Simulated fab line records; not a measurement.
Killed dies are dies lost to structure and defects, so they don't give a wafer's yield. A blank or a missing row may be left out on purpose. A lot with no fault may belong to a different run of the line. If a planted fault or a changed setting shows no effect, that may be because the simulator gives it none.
fab line records | flow sky130
record: lots: 11 wafers: 33 last_day: 49
route steps=708 shown SONOS_ONO@171 GATE_OXIDE@200 LDD_HVP@282 PAD_OPEN@708
lots untouched by any fault: they come from a run of this same line in which no faults occurred
start_h: hours from the record's opening day to when the first of the lot's shown wafers began | wait_h: hours from the lot's prior step to this one | " repeats the value in the row above | L1.1+2: one row covering several wafers at once | - either no value or no given start | * or withheld: withheld | < > ~ a bound
route shown NAME@n: names a module that has steps shown in the file, with the first one's number in the route | usual: average and standard deviation across the fault-free wafers | same: alike in all rows | chamber/n: place in a boat | sites: each site's reading | _std_site: standard deviation of those values | _edge_site: outer sites' mean less inner sites' | radius_mm: for every site, how far away it sits from the centre of the wafer | mask NAME#n: copy n | behind: the tool/chamber that last shaped the wafer | hold: why the lot was held/for how many hours/how that ended | device: the transistor (n, p or np) that didn't switch | end of line: tests run on the same wafers once the route is complete | a step given without rows: its recipe and nothing more | killed: count of dies lost to structure and defects at first sort (not the wafer's yield) | map: per-die view of a wafer (x killed, . not killed, _ where there is no die)
set.NAME: the run value of the setting; set.NAME@STEP: its run value at that earlier step | model.NAME: the simulator's own value behind a step, which no gauge read
the route's steps for a sample of lots (tables are steps, rows are wafers)
services: a tool's chamber out of use, with start hour (start_h, from the record's first day; less than 0 if before it), hours out, and reason
== steps ==
step: SKY_SONOS_ONO_THK_MEAS_03
recipe: reads: Si3N4_of_SONOS_ONO_CVD_02
usual: SONOS_ONO_CVD_02_THK: 10.41/0.14
columns lot.wafer tool chamber start_h wait_h SONOS_ONO_CVD_02_THK[nm]
L170.1 film_metro-01 - 246.36 0.0 10.33
L170.4 " - " " 10.45
L170.6 " - " " 10.54
L172.1 film_metro-03 - 265.83 0.0 10.56
L172.2 " - " " 10.39
L172.4 " - " " 10.55
L174.4 film_metro-03 - 282.90 0.0 10.09
L174.5 " - " " 10.32
L174.6 " - " " 10.29
L175.1 film_metro-01 - 292.47 0.0 10.26
L175.2 " - " " 10.22
L175.6 " - " " 10.25
L176.3 film_metro-02 - 307.23 0.0 10.30
L176.4 " - " " 10.34
L176.5 " - " " 10.30
L177.1 film_metro-03 - 310.24 0.0 10.18
L177.3 " - " " 10.27
L177.5 " - " " 10.19
L178.1 film_metro-02 - 315.48 0.0 10.32
L178.4 " - " " 10.21
L178.5 " - " " 10.34
L182.2 film_metro-01 - 360.24 0.0 10.44
L182.4 " - " " 10.53
L182.6 " - " " 10.51
L184.2 film_metro-03 - 366.34 0.0 10.54
L184.3 " - " " 10.60
L184.4 " - " " 10.58
L186.1 film_metro-01 - 381.97 0.0 10.39
L186.4 " - " " 10.39
L186.6 " - " " 10.44
L188.1 film_metro-03 - 404.53 0.0 10.71
L188.3 " - " " 10.67
L188.6 " - " " 10.69
step: SKY_SONOS_ONO_STRIP_17
recipe: chemistry: O2/N2 power_w: 1400 pressure_mtorr: 1500 platen_temp_c: withheld o2_flow_sccm: 3000 n2_flow_sccm: 300 overash_fraction: 0.5
usual: drypump_motor_current_A: 5.9/0.6 oes_product_au: 0.709/0.0048 strip_time_to_endpoint_s: 14.10/0.042
columns lot.wafer tool chamber start_h wait_h drypump_motor_current_A oes_product_au rf_hours_counter_h strip_time_to_endpoint_s
L170.1 plasma_asher-02 0 272.26 0.0 6.3 0.715 14 14.13
L170.4 " 1 " " 5.9 0.715 - 14.16
L170.6 " 0 " " 6.3 0.704 - 14.10
L172.1 plasma_asher-04 1 292.14 0.0 5.3 0.703 48 14.11
L172.2 " 0 " " 6.8 0.705 48 14.05
L172.4 " 1 " " 5.3 0.706 - 14.11
L174.4 plasma_asher-02 0 310.29 0.0 6.3 0.715 - 14.07
L174.5 " 1 " " 5.9 0.711 - 14.08
L174.6 " 0 " " 6.3 0.712 - 14.08
L175.1 plasma_asher-04 0 320.29 0.0 6.8 0.711 50 14.07
L175.2 " 1 " " 5.3 0.709 50 14.07
L175.6 " 1 " " 5.3 0.713 - 14.07
L176.3 plasma_asher-01 1 335.25 0.0 5.4 0.712 - 14.06
L176.4 " 0 " " 5.2 0.711 - 14.11
L176.5 " 0 " " 5.2 0.699 - 14.11
L177.1 plasma_asher-04 1 340.05 0.0 5.2 0.699 52 14.17
L177.3 " 0 " " 6.8 0.711 - 14.15
L177.5 " 0 " " 6.8 0.708 - 14.15
L178.1 plasma_asher-01 1 344.60 0.0 5.5 0.718 66 14.13
L178.4 " 1 " " 5.5 0.716 - 14.05
L178.5 " 0 " " 5.2 0.713 - 14.13
L182.2 plasma_asher-02 0 391.55 0.0 6.3 0.712 25 14.09
L182.4 " 1 " " 5.9 0.719 - 14.07
L182.6 " 1 " " 5.9 0.714 - 14.05
L184.2 plasma_asher-02 0 396.29 0.0 6.3 0.708 26 13.98
L184.3 " 0 " " 6.3 0.710 - 14.02
L184.4 " 1 " " 5.9 0.701 - 14.09
L186.1 plasma_asher-01 1 411.99 0.0 5.5 0.717 73 14.15
L186.4 " 1 " " 5.5 0.709 - 14.11
L186.6 " 0 " " 5.2 0.706 - 14.10
L188.1 plasma_asher-01 1 436.15 0.0 5.5 0.705 1 14.02
L188.3 " 0 " " 5.2 0.714 - 13.98
L188.6 " 1 " " 5.5 0.714 - 14.01
step: SKY_GATE_OXIDE_STRIP_13
recipe: chemistry: O2/N2 power_w: 1400 pressure_mtorr: 1500 platen_temp_c: withheld o2_flow_sccm: 3000 n2_flow_sccm: 300 overash_fraction: 0.5
usual: drypump_motor_current_A: 5.7/0.37 oes_product_au: 0.716/0.0044 strip_time_to_endpoint_s: 14.18/0.046
columns lot.wafer tool chamber start_h wait_h drypump_motor_current_A oes_product_au rf_hours_counter_h strip_time_to_endpoint_s
L170.1 plasma_asher-03 0 299.42 0.0 5.8 0.713 60 14.16
L170.4 " 1 " " 5.3 0.720 - 14.15
L170.6 " 0 " " 5.8 0.714 - 14.14
L172.1 plasma_asher-02 1 320.71 0.0 5.9 0.714 18 14.16
L172.2 " 0 " " 6.3 0.718 18 14.12
L172.4 " 1 " " 5.9 0.715 - 14.11
L174.4 plasma_asher-01 0 339.57 0.0 5.2 0.706 - 14.14
L174.5 " 0 " " 5.2 0.713 - 14.11
L174.6 " 1 " " 5.5 0.719 - 14.16
L175.1 plasma_asher-01 0 350.53 0.0 5.2 0.711 66 14.18
L175.2 " 1 " " 5.5 0.710 66 14.18
L175.6 " 0 " " 5.2 0.713 - 14.15
L176.3 plasma_asher-03 0 365.62 0.0 5.8 0.721 - 14.16
L176.4 " 1 " " 5.3 0.714 - 14.13
L176.5 " 1 " " 5.4 0.715 - 14.16
L177.1 plasma_asher-02 0 371.14 0.0 6.3 0.714 23 14.22
L177.3 " 0 " " 6.2 0.720 - 14.20
L177.5 " 0 " " 6.2 0.717 - 14.18
L178.1 plasma_asher-02 1 375.36 0.0 5.9 0.706 24 14.13
L178.4 " 0 " " 6.3 0.712 - 14.19
L178.5 " 0 " " 6.3 0.713 - 14.16
L182.2 plasma_asher-03 0 425.29 0.1 5.8 0.711 71 14.16
L182.4 " 1 " " 5.4 0.723 - 14.22
L182.6 " 0 " " 5.8 0.719 - 14.23
L184.2 plasma_asher-03 1 427.92 0.0 5.3 0.715 72 14.20
L184.3 " 0 " " 5.8 0.711 - 14.22
L184.4 " 1 " " 5.3 0.710 - 14.23
L186.1 plasma_asher-01 0 443.52 0.0 5.2 0.720 1 14.21
L186.4 " 1 " " 5.4 0.717 - 14.21
L186.6 " 1 " " 5.5 0.717 - 14.18
L188.1 plasma_asher-02 1 469.81 0.0 5.9 0.715 32 14.19
L188.3 " 1 " " 5.9 0.714 - 14.18
L188.6 " 1 " " 5.9 0.721 - 14.21
step: SKY_LDD_HVP_EXPOSE_04
recipe: mask_id: HVPTM na: 0.6 source_shape: conventional sigma_outer: 0.6 polarization: unpolarized target_cd_nm: 700 dose_mj: 86
usual: stage_vel_mm_s: 500.00/0.25
same: na: 0.6
columns lot.wafer tool chamber start_h wait_h mask stage_vel_mm_s
L170.1 iline_stepper-02 0 467.22 - HVPTM#0 499.82
L170.4 " 0 " " HVPTM#0 500.11
L170.6 " 0 " " HVPTM#0 500.20
L172.1 iline_stepper-02 0 499.56 - HVPTM#0 499.96
L172.2 " 0 " " HVPTM#0 499.87
L172.4 " 0 " " HVPTM#0 499.48
L174.4 iline_stepper-01 0 513.18 - HVPTM#0 500.09
L174.5 " 0 " " HVPTM#0 500.12
L174.6 " 0 " " HVPTM#0 500.06
L175.1 iline_stepper-01 0 528.53 - HVPTM#0 500.39
L175.2 " 0 " " HVPTM#0 499.77
L175.6 " 0 " " HVPTM#0 500.17
L176.3 iline_stepper-02 0 544.15 - HVPTM#0 499.76
L176.4 " 0 " " HVPTM#0 500.03
L176.5 " 0 " " HVPTM#0 500.18
L177.1 iline_stepper-01 0 549.15 - HVPTM#0 499.98
L177.3 " 0 " " HVPTM#0 500.00
L177.5 " 0 " " HVPTM#0 499.94
L178.1 iline_stepper-01 0 551.78 - HVPTM#0 500.14
L178.4 " 0 " " HVPTM#0 500.13
L178.5 " 0 " " HVPTM#0 500.21
L182.2 iline_stepper-01 0 598.27 - HVPTM#0 500.09
L182.4 " 0 " " HVPTM#0 500.24
L182.6 " 0 " " HVPTM#0 500.18
L184.2 iline_stepper-01 0 600.04 - HVPTM#0 499.73
L184.3 " 0 " " HVPTM#0 499.92
L184.4 " 0 " " HVPTM#0 499.72
L186.1 iline_stepper-01 0 617.77 - LDNTM#0 500.47
L186.4 " 0 " " LDNTM#0 500.22
L186.6 " 0 " " LDNTM#0 499.97
L188.1 iline_stepper-02 0 639.44 - HVPTM#0 500.03
L188.3 " 0 " " HVPTM#0 499.79
L188.6 " 0 " " HVPTM#0 499.52
step: SKY_LDD_HVP_OVL_MEAS_07
usual: LDD_HVP_OVL: 0.2/1.4
columns lot.wafer tool chamber start_h wait_h LDD_HVP_OVL[nm]
L170.1 overlay-01 - 482.72 0.1 1.8
L170.4 " - " " 0.4
L170.6 " - " " -0.4
L172.1 overlay-01 - 514.62 0.1 -0.6
L172.2 " - " " 0.1
L172.4 " - " " 1.4
L174.4 overlay-02 - 529.19 0.1 1.3
L174.5 " - " " 1.5
L174.6 " - " " 4.2
L175.1 overlay-02 - 542.72 0.1 -0.6
L175.2 " - " " -1.1
L175.6 " - " " -1.0
L176.3 overlay-02 - 558.58 0.1 -2.2
L176.4 " - " " -2.3
L176.5 " - " " 0.1
L177.1 overlay-02 - 563.17 0.1 -0.5
L177.3 " - " " 0.7
L177.5 " - " " 0.8
L178.1 overlay-02 - 565.22 0.1 -1.0
L178.4 " - " " -0.6
L178.5 " - " " 0.8
L182.2 overlay-02 - 612.19 0.1 1.0
L182.4 " - " " 0.5
L182.6 " - " " 0.2
L184.2 overlay-01 - 614.08 0.1 1.5
L184.3 " - " " 2.4
L184.4 " - " " 0.4
L186.1 overlay-02 - 630.57 0.1 -
L186.4 " - " " -
L186.6 " - " " -
L188.1 overlay-02 - 652.22 0.1 -2.5
L188.3 " - " " -2.3
L188.6 " - " " -2.3
step: SKY_LDD_HVP_TW_MEAS_10
usual: LDD_HVP_TW: 452/3.4
columns lot.wafer tool chamber start_h wait_h hold LDD_HVP_TW
L170.1 film_metro-03 - 483.01 0.1 - 450
L170.4 " - " " - 449
L170.6 " - " " - 451
L172.1 film_metro-04 - 514.91 0.1 - 449
L172.2 " - " " - 450
L172.4 " - " " - 449
L174.4 film_metro-04 - 529.49 0.1 - 449
L174.5 " - " " - 448
L174.6 " - " " - 451
L175.1 film_metro-04 - 543.01 0.1 - 447
L175.2 " - " " - 450
L175.6 " - " " - 453
L176.3 film_metro-02 - 558.88 0.1 - 457
L176.4 " - " " - 456
L176.5 " - " " - 455
L177.1 film_metro-02 - 563.46 0.1 - 454
L177.3 " - " " - 457
L177.5 " - " " - 454
L178.1 film_metro-04 - 565.51 0.1 - 445
L178.4 " - " " - 447
L178.5 " - " " - 445
L182.2 film_metro-03 - 612.48 0.1 - 452
L182.4 " - " " - 455
L182.6 " - " " - 453
L184.2 film_metro-03 - 614.37 0.1 - 455
L184.3 " - " " - 454
L184.4 " - " " - 454
L186.1 film_metro-02 - 630.86 0.1 await_dispo/0.2h/release 30
L186.4 " - " " await_dispo/0.2h/release 30
L186.6 " - " " await_dispo/0.2h/release 30
L186.1 film_metro-02 - 631.08 0.2 - 30
L186.4 " - " " - 30
L186.6 " - " " - 30
L188.1 film_metro-03 - 652.51 0.1 - 452
L188.3 " - " " - 452
L188.6 " - " " - 450
step: SKY_PAD_OPEN_PROBE_99
usual: defect_limited_yield: 82.2/1.8 killed_at_M0_to_M3: 43/6.6 killed_at_M4_up: 3.2/1.9 killed_at_contacts: 25/5.3 killed_at_front_end: 16/4.5 killed_at_other: 0.3/0.63 killed_dies: 87/8.9 killed_open: 48/7.9 killed_short: 39/5.3 sort_bin_3_pad_short: 0.8/0.38 sort_bin_5_function: 10.5/1.5 sort_bin_6_memory: 6.4/1.2 sort_n_pass: 405/8.9 sort_yield_pct: 82.2/1.8
same: gross_dies: 492 killed_at_back_side: 0 sort_bin_4_leakage[%]: 0 sort_bin_8_speed[%]: 0
columns lot.wafer tool chamber start_h wait_h defect_limited_yield[%] killed_at_M0_to_M3 killed_at_M4_up killed_at_contacts killed_at_front_end killed_at_other killed_dies killed_open killed_short sort_bin_3_pad_short[%] sort_bin_5_function[%] sort_bin_6_memory[%] sort_n_pass sort_yield_pct[%]
L174.4 prober-01 - 1096.04 0.2 85.0 29 4 22 18 1 74 41 32 0.6 9.1 5.3 418 85.0
L174.5 prober-01 - 1096.09 0.2 80.9 49 4 21 18 2 94 54 38 0.2 11.6 7.3 398 80.9
L174.6 prober-01 - 1096.14 0.2 83.3 34 2 31 15 0 82 42 38 0.4 9.3 6.9 410 83.3
L178.1 prober-01 - 1119.24 0.1 82.9 40 5 22 16 1 84 47 37 1.2 9.8 6.1 408 82.9
L178.4 prober-01 - 1119.39 0.2 82.9 42 5 21 15 1 84 47 37 1.0 10.6 5.5 408 82.9
L178.5 prober-01 - 1119.44 0.2 84.1 42 3 17 16 0 78 46 32 0.8 9.1 5.9 414 84.1
L182.2 prober-02 - 1154.15 0.1 88.4 32 3 8 13 1 57 26 30 0.2 7.1 4.3 435 88.4
L182.4 prober-02 - 1154.25 0.2 81.9 48 4 17 20 0 89 52 37 0.4 11.4 6.3 403 81.9
L182.6 prober-02 - 1154.35 0.2 82.1 53 0 19 16 0 88 54 34 1.0 9.8 7.1 404 82.1
killed by level:class
L174.4 FIELD_ISO:geometric_particle:short=8 LI_CONTACT:geometric_particle:open=8 VIA1:geometric_particle:short=6 VIA1:geometric_particle:open=6 VIA3:geometric_particle:open=5 CONTACT:geometric_particle:short=5 CONTACT:geometric_particle:open=5 METAL2:geometric_particle:short=3
L174.5 VIA1:geometric_particle:open=13 VIA1:geometric_particle:short=9 VIA2:geometric_particle:open=9 FIELD_ISO:geometric_particle:open=8 LOCAL_INTERCONNECT:geometric_particle:short=7 CONTACT:geometric_particle:open=7 VIA3:geometric_particle:open=7 METAL1:geometric_particle:short=6
L174.6 CONTACT:geometric_particle:open=11 LI_CONTACT:geometric_particle:open=8 VIA3:geometric_particle:open=7 CONTACT:geometric_particle:short=6 FIELD_ISO:geometric_particle:short=4 VIA1:geometric_particle:open=4 POLY_GATE:geometric_particle:short=4 METAL1:geometric_particle:short=4
L178.1 VIA1:geometric_particle:open=9 CONTACT:geometric_particle:open=8 VIA3:geometric_particle:open=7 LI_CONTACT:geometric_particle:open=6 METAL1:geometric_particle:short=5 VIA2:geometric_particle:open=5 FIELD_ISO:geometric_particle:short=4 FIELD_ISO:geometric_particle:open=3
L178.4 VIA1:geometric_particle:open=8 CONTACT:geometric_particle:open=8 VIA3:geometric_particle:open=7 VIA2:geometric_particle:open=6 LI_CONTACT:geometric_particle:open=5 LOCAL_INTERCONNECT:geometric_particle:short=4 METAL1:geometric_particle:short=4 VIA3:geometric_particle:short=4
L178.5 VIA2:geometric_particle:open=11 CONTACT:geometric_particle:open=10 METAL1:geometric_particle:short=7 VIA1:geometric_particle:open=6 POLY_GATE:geometric_particle:short=5 POLY_GATE:geometric_particle:open=4 VIA1:geometric_particle:short=4 VIA3:geometric_particle:open=4
L182.2 VIA1:geometric_particle:open=8 METAL1:geometric_particle:short=4 METAL2:geometric_particle:short=4 VIA2:geometric_particle:open=4 VIA3:geometric_particle:open=4 SONOS_ONO:geometric_particle:short=3 LI_CONTACT:geometric_particle:open=3 CONTACT:geometric_particle:short=3
L182.4 VIA1:geometric_particle:open=13 VIA2:geometric_particle:open=8 LI_CONTACT:geometric_particle:open=7 CONTACT:geometric_particle:open=7 METAL2:geometric_particle:short=5 FIELD_ISO:geometric_particle:open=4 SPACER:geometric_particle:short=4 VIA1:geometric_particle:short=4
L182.6 VIA3:geometric_particle:open=12 VIA1:geometric_particle:open=12 CONTACT:geometric_particle:open=8 POLY_GATE:geometric_particle:open=7 VIA1:geometric_particle:short=6 CONTACT:geometric_particle:short=5 METAL1:geometric_particle:short=4 METAL2:geometric_particle:short=4
== services ==
columns tool chamber start_h hours kind
iline_stepper-01 - 299.23 10.9 repair
iline_stepper-01 - 310.09 2.1 pm
plasma_asher-01 - 315.76 2.8 pm
plasma_asher-02 - 354.59 2.8 pm
plasma_asher-03 - 366.31 15.6 pm
iline_stepper-01 - 375.24 1.7 pm
plasma_asher-02 - 419.64 7.3 repair
plasma_asher-01 - 421.25 9.0 pm
iline_stepper-02 - 421.42 1.7 pm
iline_stepper-02 - 433.46 0.5 repair
iline_stepper-02 - 438.90 15.3 repair
plasma_asher-03 - 452.97 1.3 repair
plasma_asher-02 - 459.94 0.8 repair
plasma_asher-02 - 468.12 1.2 repair
iline_stepper-02 - 471.12 19.2 repair
plasma_asher-04 - 472.09 0.7 repair
iline_stepper-01 - 493.10 3.9 repair
plasma_asher-03 - 554.76 0.6 repair
plasma_asher-02 - 557.85 1.2 repair
iline_stepper-01 - 593.42 1.7 pm
iline_stepper-02 - 602.25 8.4 repair
plasma_asher-04 - 603.06 2.8 pm
plasma_asher-03 - 627.84 2.8 pm
plasma_asher-03 - 634.46 2.0 repair
== key ==
first_sign: step: SKY_LDD_HVP_EXPOSE_04 reading: mask direction: changed
effect: step: SKY_LDD_HVP_OVL_MEAS_07 reading: LDD_HVP_OVL direction: missing
effect: step: SKY_LDD_HVP_TW_MEAS_10 reading: visit direction: added
effect: step: SKY_LDD_HVP_TW_MEAS_10 reading: LDD_HVP_TW direction: down sigmas: 99+ usual: 452 struck: 30
met_at SKY_LDD_HVP_EXPOSE_04
struck_lots L186
scrapped_behind SKY_LDD_HVP_TW_MEAS_10 L186.1,L186.4,L186.6
not_acting_at SKY_SONOS_ONO_THK_MEAS_03,SKY_SONOS_ONO_STRIP_17,SKY_GATE_OXIDE_STRIP_13
onset_between 600.04 617.77
fault: kind: wrong_mask tool: any chamber: - onset_h: 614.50 steps: SKY_LDD_HVP_EXPOSE_04 aux_copy: LDNTM#0 scope: struck_lots_only
